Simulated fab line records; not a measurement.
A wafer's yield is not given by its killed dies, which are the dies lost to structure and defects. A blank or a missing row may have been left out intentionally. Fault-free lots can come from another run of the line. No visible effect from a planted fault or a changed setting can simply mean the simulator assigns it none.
Which tool is to blame? -- flow sky130 -- 36 wafers sampled from 12 lots at 1 step of a route of 708

== WHAT THE GAUGES SHOWED, per wafer ==
SKY_LI_CONTACT_OVL_MEAS_13.
lot,measured,on,LI_CONTACT_OVL (nm)
L076,day 30 13:19,overlay-02,0 -6 -4
L077,day 30 14:37,overlay-01,1 -4 -2
L079,day 30 17:16,overlay-01,1 3 7
L081,day 31 15:01,overlay-01,6 4 4
L083,day 32 02:13,overlay-02,-1 0 -10
L084,day 32 15:25,overlay-02,-3 -5 -14
L087,day 33 05:55,overlay-02,4 7 8
L089,day 33 20:38,overlay-02,-2 -1 -6
L091,day 34 17:31,overlay-02,1 5 2
L093,day 35 09:49,overlay-02,-3 1 1
L095,day 35 22:10,overlay-02,6 8 4
L097,day 36 13:26,overlay-01,-3 -9 6

== EACH LOT AND THE TOOL THAT RAN IT (in order: tool; ch and the chambers of the sampled wafers; start) ==
No process step before these readings appears in the record.

== THE ANSWER, worked out from the rows above alone ==
Rule: what is usual is taken from the lots themselves. The widest of any qualifying gaps counts: lots, ordered by their means at a reading, are off when they make up no more than a third of the lots, leave a main group of 4 or more, and stand apart from it by 3 or more times the standard deviation of that group's means. Not used: any main group whose means are identical at the precision the tables above print for the reading. Also off: a lot with no number at a reading for which 4 or more lots have one. The other lots that the step has rows for count as sound.
No lot is off on any of the readings shown, so nothing can be concluded from this.

== WHAT THE SIMULATOR HAD INSERTED ==
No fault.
